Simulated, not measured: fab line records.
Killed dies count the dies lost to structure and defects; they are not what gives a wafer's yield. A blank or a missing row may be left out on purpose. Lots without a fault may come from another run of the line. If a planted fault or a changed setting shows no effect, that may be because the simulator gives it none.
2 desks, one fault -- flow sky130 -- each desk has only its own numbers; what lay behind them comes last

== THE METROLOGY DESK ==
Means of the sampled wafers that have a number, per lot and without regard to the tool the lot ran on: this is what the gauges read. If a lot's mean is further than 4 standard deviations from the usual mean, the lot is out of limits and carries the mark OUT (the distance appears in the brackets).
Columns: A = cd nm at SKY_METAL2_CD_MEAS_15, usual 140.0 nm; B = METAL2_OVL at SKY_METAL2_OVL_MEAS_16, usual 0 nm
lot,first seen here,A,B
L975,day 38 06:29,140.6,4
L977,day 39 22:48,141.6,-0
L984,day 40 23:35,139.6,5
L985,day 41 00:20,139.9,3
L987,day 41 12:25,137.6,1
L988,day 41 23:41,139.6,-4
This desk's finding: nothing out of limits on any of the 6 lots.

== AT THE TOOL OWNER'S DESK: plasma asher-01 ==
The tool's own readings at SKY_METAL2_STRIP_20 (strips in O2/N2): means of the sampled wafers that have a number, for each lot that ran on this tool. If a lot's mean is further than 4 standard deviations from the usual mean, the lot is out of limits and carries the mark OUT (the distance appears in the brackets).
Columns: A = chamber pressure mTorr at SKY_METAL2_STRIP_20, usual 1500.0 mTorr; B = drypump motor current A at SKY_METAL2_STRIP_20, usual 5.79 A; C = oes product au at SKY_METAL2_STRIP_20, usual 0.343 a.u.; D = strip time to endpoint s at SKY_METAL2_STRIP_20, usual 2.69 s
lot,first seen here,A,B,C,D
L975,day 38 06:50,1500.1,5.97,0.343,2.70
L977,day 39 23:19,1500.2,5.96,0.342,2.68
This desk's finding: nothing out of limits on any of the 2 lots.

== BROUGHT TOGETHER ==
At the metrology desk, nothing out of limits was observed.
The tool owner's desk saw nothing out of limits.

== WHAT THE SIMULATOR HAD INSERTED ==
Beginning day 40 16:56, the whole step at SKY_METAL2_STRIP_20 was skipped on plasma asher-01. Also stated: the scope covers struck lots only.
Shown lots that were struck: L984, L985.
